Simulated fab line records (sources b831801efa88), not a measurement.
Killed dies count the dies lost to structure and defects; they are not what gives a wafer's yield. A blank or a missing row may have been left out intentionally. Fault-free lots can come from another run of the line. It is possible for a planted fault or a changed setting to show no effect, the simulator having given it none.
A struck lot beside a sound one | flow sfqLine | 42 steps out of a route of 325
Sound: the wafers L226.3, L226.4, L226.5. Struck: wafer L228.5. (L228.2, L228.4 of the same lot were not struck and are left out.) The cause comes at the end.
At each step with rows: each side's tool, then ch and its chambers, then its first start. Under that, the readings that differ: sound wafers | struck wafers | difference of the means | sigmas: that difference in standard deviations of wafers without a fault.
alike: readings with means less than 2 such deviations apart, plus words and numbers identical on both sides. not compared: withheld readings, readings lacking a value on some wafer, bounds such as >300 that could conceal the same value, and numbers that have no deviation in the record and whose values overlap.
The two part at a step that has a row with sigmas, a row that says differs or no value, or rows on one side only. Numbers that don't overlap but have no deviation are shown without sigmas and don't part them. A reading that every wafer of one side lacks parts them only if that side has two wafers or more.

first, 6 steps without rows for these wafers: SFQ_TRILAYER_M6_LITHO_COAT_164 (resist thk 62 nm); SFQ_TRILAYER_M6_LITHO_COAT_159 (resist thk 600 nm); SFQ_TRILAYER_M6_LITHO_SOFTBAKE_163; SFQ_TRILAYER_M6_LITHO_EXPOSE_160 (exposes mask M6, target cd 500 nm); SFQ_TRILAYER_M6_LITHO_PEB_162 (peb time 60 s); SFQ_TRILAYER_M6_LITHO_DEVELOP_161 (time 60 s).
SFQ_M6_OVL_MEAS_940:
  sound on overlay-02 at day 61 01:10; struck on overlay-02 at day 61 08:22
  alike: M6_OVL
SFQ_TRILAYER_M6_BARC_OPEN_METAL_ETCH_206: etches BARC in O2, target depth 125 nm, time 41.7 s.
  sound on rieMetal-01 ch 0,1, day 61 01:13; struck on rieMetal-03 ch 1, day 61 08:25
  alike: drypumpMotorCurrentA, oesProductAu
  not compared: rfHoursCounterH
then, 3 steps without rows for these wafers: SFQ_TRILAYER_M6_ETCH_METAL_ETCH_162 (etches Nb in Cl2/Ar, stops on SiO2, target depth 240 nm, time 120 s); SFQ_TRILAYER_M6_STRIP_STRIP_163 (strips in O2); SFQ_TRILAYER_M6_STRIP_SOLV_CLEAN_164 (cleans in NMP, time 600 s).
SFQ_TRILAYER_I6_DEP_PECVD_165: deposits SiO2 from SiH4/N2O, time 111.11 s, target thk 500 nm.
  sound on pecvd-01 ch 0,1,2, day 61 02:09; struck on pecvd-01 ch 2, day 61 10:08
  alike: heaterPowerW, throttleValvePct
SFQ_TRILAYER_I6_CMP_CMP_166: polishes SiO2.
  sound on cmp-02 ch 2,3, day 61 06:09; struck on cmp-02 ch 0, day 61 19:20
reading                                            | sound             | struck | difference | sigmas
timeToEndpointS (s)                                | 223 208 232       | 275    | +54        | +5
model.SiO2_of_TRILAYER_I6_DEP_PECVD_165.thkNm (nm) | 201.1 199.6 201.3 | 303.1  | +102.4     | 
  alike: edgeZonePressureFrac, motorCurrentA
SFQ_I6_BOW_MEAS_941:
  sound on filmMetro-02 at day 61 08:41; struck on filmMetro-03 at day 61 20:51
  alike: I6_BOW
SFQ_TRILAYER_I6_METRO_MEASURE_167:
  sound on filmMetro-02 at day 61 09:10; struck on filmMetro-03 at day 61 21:09
reading    | sound             | struck | difference | sigmas
thkNm (nm) | 201.0 199.7 201.3 | 303.3  | +102.6     | +73
then, 6 steps without rows for these wafers: SFQ_TRILAYER_I6_VIA_LITHO_COAT_174 (resist thk 62 nm); SFQ_TRILAYER_I6_VIA_LITHO_COAT_169 (resist thk 650 nm); SFQ_TRILAYER_I6_VIA_LITHO_SOFTBAKE_173; SFQ_TRILAYER_I6_VIA_LITHO_EXPOSE_170 (exposes mask I6, target cd 700 nm); SFQ_TRILAYER_I6_VIA_LITHO_PEB_172 (peb time 60 s); SFQ_TRILAYER_I6_VIA_LITHO_DEVELOP_171 (time 60 s).
-- the record jumps here: 4 days lie between the struck wafers' starts before and after --
SFQ_I6_OVL_MEAS_942:
  sound on overlay-02 at day 65 17:32; struck on overlay-02 at day 66 04:20
  alike: I6_OVL
then, 1 step without rows for these wafers: SFQ_TRILAYER_I6_VIA_BARC_OPEN_VIA_ETCH_235 (etches BARC in O2, target depth 125 nm, time 41.7 s).
SFQ_TRILAYER_I6_VIA_ETCH_VIA_ETCH_172: etches SiO2 in CHF3, stops on Nb, target depth 260 nm.
  sound on rieDiel-03 ch 2,3, day 65 17:36; struck on rieDiel-02 ch 2, day 66 04:24
reading                      | sound             | struck | difference | sigmas
drypumpMotorCurrentA (A)     | 5.89 5.21 5.90    | 6.13   | +0.46      | +2
oesProductAu (a.u.)          | 0.856 0.858 0.855 | 0.991  | +0.135     | +22
model.etch.depthNm (nm)      | 201.1 199.6 201.3 | 257.5  | +56.8      | 
model.I6.featureDepthNm (nm) | 201.1 199.6 201.3 | 257.5  | +56.8      | 
then, 2 steps without rows for these wafers: SFQ_TRILAYER_I6_VIA_STRIP_STRIP_173 (strips in O2); SFQ_TRILAYER_I6_VIA_STRIP_SOLV_CLEAN_174 (cleans in NMP, time 600 s).
SFQ_TRILAYER_M7_DEP_PRE_CLEAN_176: time 22.5 s.
  sound on pvdSputter-05 at day 65 18:29; struck on pvdSputter-03 at day 66 05:17
reading                                            | sound             | struck | difference | sigmas
model.SiO2_of_TRILAYER_I6_DEP_PECVD_165.thkNm (nm) | 193.6 192.1 193.8 | 295.6  | +102.4     | 
SFQ_TRILAYER_M7_DEP_SPUTTER_175: material Nb, target thk 200 nm, time 133.3 s.
  sound on pvdSputter-05 at day 65 18:31; struck on pvdSputter-03 at day 66 05:19
  alike: throttleValvePct
SFQ_M7_RS_MEAS_943: the measuring method here is four-point-probe.
  sound on filmMetro-02 at day 65 18:40; struck on filmMetro-03 at day 66 05:26
  alike: M7_NB_RS
then, 6 steps without rows for these wafers: SFQ_TRILAYER_M7_LITHO_COAT_182 (resist thk 62 nm); SFQ_TRILAYER_M7_LITHO_COAT_177 (resist thk 600 nm); SFQ_TRILAYER_M7_LITHO_SOFTBAKE_181; SFQ_TRILAYER_M7_LITHO_EXPOSE_178 (exposes mask M7, target cd 500 nm); SFQ_TRILAYER_M7_LITHO_PEB_180 (peb time 60 s); SFQ_TRILAYER_M7_LITHO_DEVELOP_179 (time 60 s).
SFQ_M7_OVL_MEAS_945:
  sound on overlay-01 at day 67 06:00; struck on overlay-02 at day 67 14:24
  alike: M7_OVL
SFQ_TRILAYER_M7_BARC_OPEN_METAL_ETCH_229: etches BARC in O2, target depth 125 nm, time 41.7 s.
  sound on rieMetal-02 ch 0,1, day 67 06:03; struck on rieMetal-02 ch 1, day 67 14:26
  alike: drypumpMotorCurrentA, oesProductAu
  not compared: rfHoursCounterH
then, 1 step without rows for these wafers: SFQ_TRILAYER_M7_ETCH_METAL_ETCH_180 (etches Nb in Cl2/Ar, stops on SiO2, target depth 240 nm, time 120 s).
SFQ_TRILAYER_M7_STRIP_STRIP_181: strips in O2.
  sound on rieMetal-02 ch 0,1, day 67 06:25; struck on rieMetal-02 ch 1, day 67 14:37
  alike: drypumpMotorCurrentA, oesProductAu
  not compared: rfHoursCounterH
then, 2 steps without rows for these wafers: SFQ_TRILAYER_M7_STRIP_SOLV_CLEAN_182 (cleans in NMP, time 600 s); SFQ_TRILAYER_I7_DEP_PECVD_183 (deposits SiO2 from SiH4/N2O, time 111.11 s, target thk 500 nm).
-- the record jumps here: 5 days lie between the struck wafers' starts before and after --
SFQ_M8_BOW_MEAS_951:
  sound on filmMetro-01 at day 72 01:00; struck on filmMetro-01 at day 72 05:47
reading                | sound             | struck | difference | sigmas
model.etest.i6.linkOhm | 1.892 1.868 1.868 | 1e+06  | +1e+06     | 
  alike: M8_BOW

== WHERE THEY PART ==
First at SFQ_TRILAYER_I6_CMP_CMP_166; last, within this record, at SFQ_TRILAYER_I6_VIA_ETCH_VIA_ETCH_172. Later steps at which nothing parts them and some readings are alike: SFQ_TRILAYER_M7_DEP_SPUTTER_175, SFQ_M7_RS_MEAS_943, SFQ_M7_OVL_MEAS_945, SFQ_TRILAYER_M7_BARC_OPEN_METAL_ETCH_229, SFQ_TRILAYER_M7_STRIP_STRIP_181, SFQ_M8_BOW_MEAS_951.

WHY: whatever the simulator had introduced
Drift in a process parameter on cmp-02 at SFQ_TRILAYER_I6_CMP_CMP_166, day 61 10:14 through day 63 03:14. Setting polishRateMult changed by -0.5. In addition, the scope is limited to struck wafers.
